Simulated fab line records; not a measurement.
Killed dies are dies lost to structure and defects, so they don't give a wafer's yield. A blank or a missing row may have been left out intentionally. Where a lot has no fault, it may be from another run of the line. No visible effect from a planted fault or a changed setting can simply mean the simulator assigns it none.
fab line records | flow sky130
record lots=6 wafers=18 last-day=50
route steps=708 shown POLY_GATE@233 LDD_N@237
lots untouched by any fault: they come from a run of this same line in which no faults occurred
start-h: hours from the record's opening day to when the first of the lot's shown wafers began | wait-h: hours elapsed since this lot's preceding step | " repeats the value in the row above | L1.1+2: one row covering several wafers at once | - no value present, or no start provided | * or withheld: withheld | < > ~ a bound
route shown NAME@n: names a module that has steps shown in the file, with the first one's number in the route | usual: mean/standard deviation taken from wafers without a fault | same: alike in all rows | chamber/n: place in a boat | sites: each site's reading | _std_site: the values' standard deviation | _edge_site: the outer-site mean with the inner-site mean subtracted | radius-mm: how far each site lies from the wafer's centre | mask NAME#n: copy n | behind: the most recent tool/chamber to have shaped the wafer | hold: the reason the lot was held/the length of the hold in hours/how it ended | device: the n, p or np transistor that did not switch | end of line: the tests these same wafers got at the end of their route | where a step has no rows: the recipe by itself | killed: not the wafer's yield, but the dies lost to structure and defects at the first sort | map: dies across one wafer; x = killed, . = not, _ = none there
set.NAME: the setting the step ran with; set.NAME@STEP: the setting that earlier step ran with | model.NAME: the simulator's own value behind a step, which no gauge read
lots seen at some steps along the route; tables by step, rows by wafer
services: a tool's chamber out of use, with start hour (start-h, from the record's first day; less than 0 if before it), hours out, and reason
## steps
# step SKY_POLY_GATE_CLEAN_19
# recipe chemistry=SC1/SC2 mix=1:4:20 temp-c=70 time-s=150 dry=n2-spin
# step SKY_POLY_GATE_OXIDATION_20
# recipe temp-c=850 ambient=O2 stabilise-s=600 purge-s=300 target-thk-a=40 ox-time-s=899
# step SKY_POLY_GATE_THK_MEAS_21
# recipe reads=SiO2_of_POLY_GATE_OXIDATION_20
# usual POLY_GATE_OXIDATION_THK=4.01/0.089
# columns lot.wafer tool chamber start-h wait-h POLY_GATE_OXIDATION_THK[nm]
L786.2 film-metro-03 - 379.42 0.0 4.01
L786.3 " - " " 4.01
L786.5 " - " " 4.04
L790.1 film-metro-01 - 408.51 0.0 3.87
L790.4 " - " " 3.94
L790.5 " - " " 3.90
L801.1 film-metro-04 - 513.34 0.0 4.03
L801.2 " - " " 4.04
L801.3 " - " " 3.99
L802.1 film-metro-03 - 516.12 0.0 3.87
L802.2 " - " " 3.98
L802.4 " - " " 4.05
L808.1 film-metro-04 - 561.93 0.0 4.08
L808.2 " - " " 4.17
L808.5 " - " " 4.06
L809.2 film-metro-04 - 572.26 0.0 3.99
L809.4 " - " " 3.95
L809.6 " - " " 3.94
# step SKY_POLY_GATE_CD_MEAS_22
# usual cd-nm=148.8/2.3
# columns lot.wafer tool chamber start-h wait-h cd-nm
L786.2 cd-sem-01 - 379.50 0.1 153.4
L786.3 " - " " 150.7
L786.5 " - " " 154.6
L790.1 cd-sem-02 - 408.61 0.1 151.8
L790.4 " - " " 151.0
L790.5 " - " " 148.1
L801.1 cd-sem-01 - 513.40 0.1 147.6
L801.2 " - " " 146.2
L801.3 " - " " 149.3
L802.1 cd-sem-01 - 516.18 0.1 147.1
L802.2 " - " " 149.8
L802.4 " - " " 151.8
L808.1 cd-sem-01 - 561.99 0.1 150.5
L808.2 " - " " 149.7
L808.5 " - " " 151.6
L809.2 cd-sem-02 - 572.34 0.1 148.7
L809.4 " - " " 146.9
L809.6 " - " " 149.4
# step SKY_LDD_N_DEHYDRATE_00
# recipe temp-c=200 time-s=60
# step SKY_LDD_N_HMDS_01
# recipe prime-time-s=60 prime-temp-c=120
# step SKY_LDD_N_COAT_02
# recipe resist=NOVOLAK spin-rpm=3000 resist-thk-nm=300
# step SKY_LDD_N_SOFTBAKE_03
# recipe temp-c=90 time-s=60 resist=NOVOLAK
# step SKY_LDD_N_EXPOSE_04
# recipe mask-id=NTM target-cd-nm=840 na=0.6 source-shape=conventional sigma-outer=0.6 dose-mj=110
# step SKY_LDD_N_PEB_05
# recipe temp-c=withheld time-s=* resist=NOVOLAK
# step SKY_LDD_N_DEVELOP_06
# recipe develop-time-s=60 dev-temp-c=23
# step SKY_LDD_N_OVL_MEAS_07
# usual LDD_N_OVL=0.6/1.3
# columns lot.wafer tool chamber start-h wait-h LDD_N_OVL[nm]
L786.2 overlay-02 - 408.70 0.1 0.9
L786.3 " - " " 0.6
L786.5 " - " " 1.2
L790.1 overlay-01 - 438.57 0.1 1.0
L790.4 " - " " -0.1
L790.5 " - " " -1.2
L801.1 overlay-01 - 542.52 0.1 0.6
L801.2 " - " " -0.4
L801.3 " - " " -0.2
L802.1 overlay-02 - 546.32 0.1 -0.2
L802.2 " - " " 1.7
L802.4 " - " " -0.7
L808.1 overlay-01 - 591.57 0.1 2.4
L808.2 " - " " 1.3
L808.5 " - " " 1.1
L809.2 overlay-02 - 601.13 0.1 -0.8
L809.4 " - " " 0.9
L809.6 " - " " 0.4
# step SKY_LDD_N_IMPLANT_08
# recipe species=As energy-kev=20 dose-cm2=7.5e+13 tilt-deg=withheld rotation-deg=23
# usual beam-energy-keV=20.000/0.0058 beam-on-s=9.99/0.17 rotation-deg=22.995/0.018
# columns lot.wafer tool chamber start-h wait-h beam-energy-keV beam-on-s rotation-deg
L786.2 implanter-03 0 408.76 0.0 20.009 10.19 23.005
L786.3 " 0 " " 20.002 10.21 23.011
L786.5 " 0 " " 20.005 10.03 23.030
L790.1 implanter-03 0 438.61 0.0 19.992 10.09 22.978
L790.4 " 0 " " 19.999 9.88 22.995
L790.5 " 0 " " 20.004 9.83 22.984
L801.1 implanter-02 - 542.56 0.0 - - -
L801.2 " - " " - - -
L801.3 " - " " - - -
L802.1 implanter-03 - 546.36 0.0 - - -
L802.2 " - " " - - -
L802.4 " - " " - - -
L808.1 implanter-02 0 591.61 0.0 19.989 9.80 22.976
L808.2 " 0 " " 19.998 9.76 23.004
L808.5 " 0 " " 19.998 10.02 22.970
L809.2 implanter-04 0 601.18 0.0 19.999 10.26 23.010
L809.4 " 0 " " 19.998 9.98 22.995
L809.6 " 0 " " 20.001 9.94 22.994
# step SKY_LDD_N_IMPLANT_09
# recipe species=As energy-kev=20 dose-cm2=7.5e+13 tilt-deg=withheld rotation-deg=113
# step SKY_LDD_N_IMPLANT_10
# recipe species=As energy-kev=20 dose-cm2=7.5e+13 tilt-deg=withheld rotation-deg=203
# step SKY_LDD_N_IMPLANT_11
# recipe species=As energy-kev=20 dose-cm2=7.5e+13 tilt-deg=withheld rotation-deg=293
# step SKY_LDD_N_IMPLANT_12
# recipe species=BF2 energy-kev=50 dose-cm2=5e+12 tilt-deg=30 rotation-deg=0
# step SKY_LDD_N_IMPLANT_13
# recipe species=BF2 energy-kev=50 dose-cm2=5e+12 tilt-deg=30 rotation-deg=90
# step SKY_LDD_N_IMPLANT_14
# recipe species=BF2 energy-kev=50 dose-cm2=5e+12 tilt-deg=30 rotation-deg=180
# step SKY_LDD_N_IMPLANT_15
# recipe species=BF2 energy-kev=50 dose-cm2=5e+12 tilt-deg=30 rotation-deg=270
# step SKY_LDD_N_STRIP_16
# recipe chemistry=O2/N2 power-w=1400 pressure-mtorr=1500 platen-temp-c=withheld o2-flow-sccm=3000 n2-flow-sccm=300 overash-fraction=0.5
# usual drypump-motor-current-A=5.79/0.26 oes-product-au=0.407/0.0047 strip-time-to-endpoint-s=4.319/0.014
# columns lot.wafer tool chamber start-h wait-h drypump-motor-current-A oes-product-au rf-hours-counter-h strip-time-to-endpoint-s
L786.2 plasma-asher-04 1 409.93 0.1 5.85 0.408 28 4.311
L786.3 " 0 " " 5.69 0.409 - 4.318
L786.5 " 0 " " 5.70 0.408 - 4.327
L790.1 plasma-asher-04 0 439.81 0.1 5.73 0.399 31 4.330
L790.4 " 0 " " 5.72 0.399 - 4.302
L790.5 " 0 " " 5.71 0.402 - 4.319
L801.1 plasma-asher-03 0 543.76 0.1 5.99 0.407 72 4.148
L801.2 " 1 " " 6.17 0.409 72 4.137
L801.3 " 1 " " 6.19 0.405 - 4.128
L802.1 plasma-asher-04 1 547.56 0.1 5.85 0.410 42 4.124
L802.2 " 0 " " 5.67 0.409 42 4.146
L802.4 " 0 " " 5.69 0.409 - 4.143
L808.1 plasma-asher-03 0 592.81 0.1 5.95 0.400 77 4.321
L808.2 " 1 " " 6.19 0.407 77 4.310
L808.5 " 1 " " 6.20 0.400 - 4.331
L809.2 plasma-asher-04 0 602.36 0.1 5.71 0.408 47 4.316
L809.4 " 1 " " 5.85 0.403 - 4.319
L809.6 " 0 " " 5.72 0.408 - 4.305
# step SKY_LDD_N_TW_MEAS_17
# usual LDD_N_TW=2578/12
# columns lot.wafer tool chamber start-h wait-h LDD_N_TW
L786.2 film-metro-04 - 410.04 0.1 2560
L786.3 " - " " 2559
L786.5 " - " " 2561
L790.1 film-metro-02 - 439.91 0.1 2578
L790.4 " - " " 2572
L790.5 " - " " 2581
L801.1 film-metro-02 - 543.86 0.1 2431
L801.2 " - " " 2438
L801.3 " - " " 2442
L802.1 film-metro-02 - 547.66 0.1 2436
L802.2 " - " " 2437
L802.4 " - " " 2432
L808.1 film-metro-04 - 592.91 0.1 2577
L808.2 " - " " 2581
L808.5 " - " " 2566
L809.2 film-metro-04 - 602.47 0.1 2588
L809.4 " - " " 2578
L809.6 " - " " 2595
## services
# columns tool chamber start-h hours kind
plasma-asher-03 - 421.41 2.8 pm
plasma-asher-03 - 427.20 1.9 repair
implanter-04 - 448.88 5.1 repair
implanter-02 - 485.50 5.8 pm
implanter-04 - 544.36 3.2 pm
implanter-04 - 571.35 3.6 repair
implanter-04 - 571.73 1.2 repair
implanter-03 - 589.86 5.3 pm
implanter-04 - 593.97 2.1 repair
## key
first-sign step=SKY_LDD_N_IMPLANT_08 reading=tool-record direction=missing
effect step=SKY_LDD_N_STRIP_16 reading=strip-time-to-endpoint-s direction=down sigmas=13 usual=* struck=*
effect step=SKY_LDD_N_TW_MEAS_17 reading=LDD_N_TW direction=down sigmas=12 usual=2578 struck=2436
met-at SKY_LDD_N_IMPLANT_08
struck-wafers L801.1,L801.2,L801.3,L802.1,L802.2,L802.4
later-rows-left-out L801.1,L801.2,L801.3,L802.1,L802.2,L802.4
sort-left-out L801.1,L801.2,L801.3,L802.1,L802.2,L802.4
tester-left-out L801,L802
onset-between 438.61 542.56
fault kind=skipped-step-whole tool=implanter-02,implanter-03 chamber=- onset-h=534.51 steps=SKY_LDD_N_IMPLANT_08 scope=struck-lots-only
# tester-left-out: of these lots the tester's yield and bins aren't shown, on N5 and GAA mostly nor the transistor test; their killed dies are dies lost to structure and defects alone, not to doping, threshold or leakage, so they don't give the yield
# sort-left-out: the simulated sort isn't trusted on such a fault, so these wafers' sort isn't shown, and their yield isn't known
# later-rows-left-out: the simulator's readings of these wafers behind a module that went badly wrong aren't trusted and aren't shown, but for the sort
